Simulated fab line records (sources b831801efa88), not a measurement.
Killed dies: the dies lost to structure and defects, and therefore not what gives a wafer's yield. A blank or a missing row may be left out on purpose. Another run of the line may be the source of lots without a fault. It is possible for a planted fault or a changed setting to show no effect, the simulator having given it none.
Shared-tool check | flow sky130 | 14 lots and 48 wafers in the sample

## WHY THIS WAS OPENED
Of 14 lots, 2 have the reading LDD_P_TW flagged at SKY_LDD_P_TW_MEAS_11. Fault-free wafers read 639, with a standard deviation of 4.8.
Rule: a lot is flagged when every wafer of it that has a number lies more than 4 standard deviations from that mean, or none has a number. The other lots count as sound.

lot  | measured     | on            | LDD_P_TW, wafer by wafer | flag
L606 | day 19 23:32 | film metro-02 | 634 636 638              |
L607 | day 20 08:48 | film metro-04 | 639 635 637              |
L609 | day 20 20:41 | film metro-04 | 639 642 638              |
L610 | day 21 05:12 | film metro-04 | 644 642 643              |
L612 | day 22 13:15 | film metro-04 | 644 646 646              |
L613 | day 22 16:52 | film metro-04 | 646 649 646              |
L615 | day 23 01:25 | film metro-01 | 637 641 640              |
L614 | day 23 04:10 | film metro-01 | 638 640 640              |
L616 | day 23 10:40 | film metro-04 | 595 595 591 597 591 589  | FLAGGED
L617 | day 23 18:16 | film metro-02 | 585 584 582 585 583 580  | FLAGGED
L621 | day 25 06:20 | film metro-01 | 638 637 636              |
L625 | day 26 13:25 | film metro-04 | 646 647 644              |
L626 | day 27 04:39 | film metro-01 | 638 637 635              |
L627 | day 27 09:41 | film metro-01 | 638 638 636              |
On average the flagged lots' numbers are 588, which is -51 against the usual, or -11 standard deviations.

## EACH LOT AND THE TOOL IT RAN ON
The record keeps 1 process step preceding the reading, out of 708 steps on the route. Read each cell as the tool, then ch plus the chambers that the sampled wafers visited, then the start.
lot  | flag    | SKY_LDD_P_IMPLANT_09
L606 |         | implanter-01 ch 0, day 19 23:17
L607 |         | implanter-04 ch 0, day 20 08:34
L609 |         | implanter-04 ch 0, day 20 20:26
L610 |         | implanter-01 ch 0, day 21 04:59
L612 |         | implanter-02 ch 0, day 22 13:01
L613 |         | implanter-02 ch 0, day 22 16:38
L615 |         | implanter-04 ch 0, day 23 01:11
L614 |         | implanter-04 ch 0, day 23 03:56
L616 | FLAGGED | implanter-04 ch 0, day 23 10:28
L617 | FLAGGED | implanter-04 ch 0, day 23 18:02
L621 |         | implanter-02 ch 0, day 25 06:05
L625 |         | implanter-04 ch 0, day 26 13:11
L626 |         | implanter-01 ch 0, day 27 04:25
L627 |         | implanter-01 ch 0, day 27 09:26
What is done by these steps:
- SKY_LDD_P_IMPLANT_09
- SKY_LDD_P_TW_MEAS_11

## FLAGGED AGAINST TOTAL, ONE TOOL AT A TIME (gauges that did the reading follow at the end)
step                 | tool          | lots run | flagged | share of the flagged lots | sound lots run after its first flagged lot
SKY_LDD_P_IMPLANT_09 | implanter-01  | 4        | 0       | none                      | -
SKY_LDD_P_IMPLANT_09 | implanter-02  | 3        | 0       | none                      | -
SKY_LDD_P_IMPLANT_09 | implanter-04  | 7        | 2       | all                       | 1 (L625)
SKY_LDD_P_TW_MEAS_11 | film metro-01 | 5        | 0       | none                      | -
SKY_LDD_P_TW_MEAS_11 | film metro-02 | 2        | 1       | some                      | 0
SKY_LDD_P_TW_MEAS_11 | film metro-04 | 7        | 1       | some                      | 1 (L625)

## WHAT THE TABLE ALLOWS
Rows of the table that ran each flagged lot: 1, that is implanter-04 at SKY_LDD_P_IMPLANT_09.
- implanter-04 at SKY_LDD_P_IMPLANT_09 ran 7 lots, 2 of them flagged. Lots that were sound ran on it after the first flagged one (L625); a persistent fault on the entire tool would not allow that. Its own readings (beam on s, faraday current uA) fall more than 4 standard deviations out on all wafers of the flagged lots.
Not one row of the table ran every flagged lot while running no sound lot after the first.

## WHAT THE SIMULATOR HAD PUT IN
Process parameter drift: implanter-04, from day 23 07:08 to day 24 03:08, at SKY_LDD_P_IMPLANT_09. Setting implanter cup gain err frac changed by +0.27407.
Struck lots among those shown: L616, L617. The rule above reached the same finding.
